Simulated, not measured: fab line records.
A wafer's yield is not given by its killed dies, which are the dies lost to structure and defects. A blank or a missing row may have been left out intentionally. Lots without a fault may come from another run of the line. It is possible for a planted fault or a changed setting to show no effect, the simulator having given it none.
2 desks looking at one fault	flow sfq_line	only its own numbers are on each desk; what lay behind them is given at the end

FOR THE TOOL OWNER'S DESK: pvd_sputter-03
The tool's own readings at SFQ_TRILAYER_M2_DEP_SPUTTER_055 (material Nb, target thk 200 nm, time 133.3 s): means of the sampled wafers that have a number, for each lot that ran on this tool. Marked OUT: a lot whose mean sits more than 4 standard deviations from the usual mean, which makes it out of limits; the brackets give that distance.
Columns: A = resputter_cathode_voltage_v at SFQ_TRILAYER_M2_DEP_SPUTTER_055, usual 400 V; B = throttle_valve_pct at SFQ_TRILAYER_M2_DEP_SPUTTER_055, usual 29.9 %
lot	first seen here	A	B
L468	day 16 10:00	398	30.5
L478	day 26 16:00	401	30.3
L479	day 27 02:53	405	30.3
L484	day 35 07:51	397	30.9
L487	day 35 22:23	399	30.2
L488	day 36 07:58	402	30.9
L489	day 37 01:59	399	30.7
L490	day 37 11:35	399	30.8
This desk found nothing out of limits on any of the 8 lots.

METROLOGY DESK
Means of the sampled wafers that have a number, per lot and without regard to the tool the lot ran on: this is what the gauges read. Marked OUT: a lot whose mean sits more than 4 standard deviations from the usual mean, which makes it out of limits; the brackets give that distance.
Columns: A = M2_NB_RS at SFQ_M2_RS_MEAS_914, usual 0.891 ohm/sq; B = M2_OVL at SFQ_M2_OVL_MEAS_916, usual 2 nm
lot	first seen here	A	B
L468	day 16 10:06	0.903	5
L469	day 22 18:58	0.897	-7
L470	day 22 23:11	0.895	2
L475	day 25 08:20	0.897	-1
L478	day 26 16:07	1.048 (+16) OUT	-3
L479	day 27 03:02	0.972 (+8.1) OUT	5
L483	day 34 15:13	0.894	4
L484	day 35 07:56	0.900	2
L485	day 35 12:46	0.890	8
L487	day 35 22:30	0.905	-1
L488	day 36 08:04	0.895	4
L489	day 37 02:06	0.885	1
L490	day 37 11:41	0.900	-2
L491	day 37 15:29	0.895	-1
This desk's result: L478, L479 out of limits, first on L478 (M2_NB_RS at SFQ_M2_RS_MEAS_914), day 26 16:07. L468, L469, L470, L475, L483, L484, L485, L487, L488, L489, L490, L491 stayed within limits.

BROUGHT TOGETHER
On L478, L479, the metrology desk was in a position to raise an alarm at day 26 16:07.
The desk of the tool owner found nothing out of limits.
Tool owner's desk: L478, L479 on record, inside its limits.
All the named lots went through SFQ_TRILAYER_M2_DEP_SPUTTER_055 on pvd_sputter-03.

WHAT THE SIMULATOR PUT IN
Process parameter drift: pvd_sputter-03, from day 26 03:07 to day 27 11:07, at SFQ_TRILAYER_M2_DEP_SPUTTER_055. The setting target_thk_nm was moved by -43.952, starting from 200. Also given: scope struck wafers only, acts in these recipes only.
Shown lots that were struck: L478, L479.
Per desk, hours elapsed from the start of the fault to the first reading out of limits: for the metrology desk, 13.
